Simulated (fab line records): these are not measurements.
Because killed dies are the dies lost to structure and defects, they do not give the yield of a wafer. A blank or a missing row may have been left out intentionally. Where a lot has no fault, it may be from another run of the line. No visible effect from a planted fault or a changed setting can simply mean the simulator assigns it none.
A lot that was struck, set against a sound lot / flow gf180mcu / 16 steps out of a route of 602
Sound: wafers L814.2, L814.5, L814.6. The struck wafers were L826.1, L826.2, L826.5. The cause is given at the end.
Order at every step that has rows: each side's tool, ch and its chambers, its first start. Under that, the readings that differ: sound wafers / struck wafers / difference of the means / sigmas: that difference in standard deviations of wafers without a fault.
alike: readings whose means differ by less than 2 such deviations, and words and numbers that are the same on both sides. not compared: withheld readings, readings that some wafer has no value for, bounds like >300 that may hide the same value, and numbers for which the record gives no deviation and whose values overlap.
A row with sigmas, a row that says differs or no value, or rows on one side alone: a step with any of these is where the two part. Non-overlapping numbers with no deviation appear without sigmas and do not part them. A reading missing from all wafers of one side parts the sides only when that side holds two or more wafers.

GF_VT_IMPLANT_OVL_MEAS_29:
  sound: overlay-02 at day 7 08:31; struck: overlay-01 at day 10 22:46
  alike: VT_IMPLANT_02_OVL
after that, 1 step had no rows for these wafers: GF_VT_IMPLANT_IMPLANT_30.
GF_VT_IMPLANT_STRIP_31: strips in O2/N2.
  sound on plasma_asher-03 ch 0,1, day 7 08:42; struck on plasma_asher-02 ch 0,1, day 10 22:56
  alike: drypump_motor_current_A, heater_power_w, oes_product_au, strip_time_to_endpoint_s
  not compared: rf_hours_counter_h
GF_VT_IMPLANT_TW_MEAS_32:
  sound: film_metro-01 at day 7 08:49; struck: film_metro-01 at day 10 23:02
  alike: VT_IMPLANT_3_TW
then, 7 steps without rows for these wafers: GF_VT_IMPLANT_DEHYDRATE_33 (time 60 s); GF_VT_IMPLANT_HMDS_34 (prime time 60 s); GF_VT_IMPLANT_COAT_35 (resist thk 1000 nm); GF_VT_IMPLANT_SOFTBAKE_36 (time 60 s); GF_VT_IMPLANT_EXPOSE_37 (exposes mask Nwell HV AREA, target cd 860 nm); GF_VT_IMPLANT_PEB_38; GF_VT_IMPLANT_DEVELOP_39 (develop time 60 s).
GF_VT_IMPLANT_OVL_MEAS_40:
  sound: overlay-02 at day 8 01:04; struck: overlay-02 at day 11 17:46
  alike: VT_IMPLANT_03_OVL
GF_VT_IMPLANT_IMPLANT_41:
  sound on implanter-04 ch 0, day 8 01:07; struck on implanter-04 ch 0, day 11 17:47
reading=beam_energy_keV; sound=70.010 70.040 69.977; struck=65.632 65.656 65.651; difference=-4.363; sigmas=-99 or more
reading=model.implant.rp_nm (nm); sound=43.6 43.6 43.6; struck=39.71 39.71 39.71; difference=-3.89; sigmas=
reading=model.implant.drp_nm (nm); sound=18.17 18.17 18.17; struck=17.3 17.3 17.3; difference=-0.9; sigmas=
  alike: tilt_deg
GF_VT_IMPLANT_STRIP_42: strips in O2/N2.
  sound on plasma_asher-02 ch 0,1, day 8 01:15; struck on plasma_asher-04 ch 0,1, day 11 17:56
  alike: drypump_motor_current_A, heater_power_w, oes_product_au, strip_time_to_endpoint_s
  not compared: rf_hours_counter_h
GF_VT_IMPLANT_TW_MEAS_43:
  sound: film_metro-01 at day 8 01:22; struck: film_metro-01 at day 11 18:16
reading=VT_IMPLANT_4_TW; sound=692 695 692; struck=680 671 677; difference=-17; sigmas=-5
  not compared: hold
-- here the record skips 21 days between the struck wafers' starts before and after, leaving off in module VT_IMPLANT and picking up in module PASSIVATION (first step shown: number 602 of the route) --
GF_PASSIVATION_PROBE_99:
  record: rows for the struck wafers here (prober-01, day 33 05:31), none for the sound ones

== WHERE THEY PART ==
Last at GF_PASSIVATION_PROBE_99 as far as this record goes, first at GF_VT_IMPLANT_IMPLANT_41.

WHY: what had been put in by the simulator
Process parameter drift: implanter-04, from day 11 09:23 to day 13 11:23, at GF_VT_IMPLANT_IMPLANT_41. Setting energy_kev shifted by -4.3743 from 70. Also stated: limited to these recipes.
